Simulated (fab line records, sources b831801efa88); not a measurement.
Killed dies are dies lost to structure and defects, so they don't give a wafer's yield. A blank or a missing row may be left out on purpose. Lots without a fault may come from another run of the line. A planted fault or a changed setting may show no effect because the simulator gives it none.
Chamber matching | flow gf180mcu | GF_V4_CMP_26 on cmp-02: 4 sister chambers
The step polishes, stops on SiO2, t overpolish 15 s, target thk 0 nm. 14 wafers are shown with their chamber, then 7 later ones without.

WAFERS WITH THEIR CHAMBER
wafer  | chamber | motor_current_A (A) | time_to_endpoint_s (s) | slurry_flow_ml_min
L644.2 | 1       | 9.9                 | 89                     | 149.0
L644.3 | 3       | 12.2                | 79                     | 150.5
L644.4 | 0       | 11.3                | 83                     | 149.9
L645.1 | 2       | 10.9                | 86                     | 150.1
L645.2 | 1       | 9.5                 | 85                     | 149.1
L645.5 | 1       | 9.8                 | 81                     | 149.3
L647.1 | 3       | 12.1                | 86                     | 150.2
L647.2 | 1       | 9.7                 | 87                     | 149.1
L647.4 | 2       | 11.0                | 86                     | 149.9
L650.2 | 3       | 12.2                | 81                     | 149.5
L650.4 | 0       | 11.4                | 77                     | 149.3
L650.6 | 0       | 11.5                | 79                     | 150.0
L653.1 | 0       | 11.1                | 79                     | 150.2
L653.3 | 1       | 9.6                 | 85                     | 149.8

SIGNATURES (means of the wafers above)
reading            | chamber 0 | chamber 1 | chamber 2 | chamber 3 | scatter within a chamber
motor_current_A    | 11.325    | 9.700     | 10.950    | 12.167    | 0.141
time_to_endpoint_s | 79.50     | 85.40     | 86.00     | 82.00     | 2.83
slurry_flow_ml_min | 149.850   | 149.260   | 150.000   | 150.067   | 0.375
Rule: a wafer's distance from a chamber is the root of the sum, over the readings, of the square of ((its reading less the chamber's mean) divided by the reading's scatter). The wafer belongs to the nearest chamber; if the next one is less than 2 further off, it can't be placed. The scatter: the root of (the sum of the squares of (reading less its chamber's mean) over the shown wafers, divided by (wafers less chambers)).

WAFERS WITHOUT THEIR CHAMBER
wafer  | motor_current_A (A) | time_to_endpoint_s (s) | slurry_flow_ml_min
L653.5 | 10.0                | 83                     | 149.1
L662.1 | 12.2                | 79                     | 150.5
L662.4 | 11.1                | 80                     | 150.1
L662.5 | 12.7                | 80                     | 150.6
L663.1 | 12.1                | 78                     | 149.0
L663.5 | 10.0                | 79                     | 149.3
L663.6 | 11.2                | 84                     | 149.7

WHICH CHAMBER EACH WENT THROUGH
wafer  | from the rows above     | in truth
L653.5 | 1                       | 1
L662.1 | 3                       | 3
L662.4 | can't be placed: 0 or 2 | 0
L662.5 | 3                       | 3
L663.1 | 3                       | 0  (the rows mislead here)
L663.5 | 1                       | 1
L663.6 | can't be placed: 0 or 2 | 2
Placed correctly: 4 of 7. Can't be placed from these rows: 2 (the true chamber is among the candidates in 2). Placed wrongly: 1.
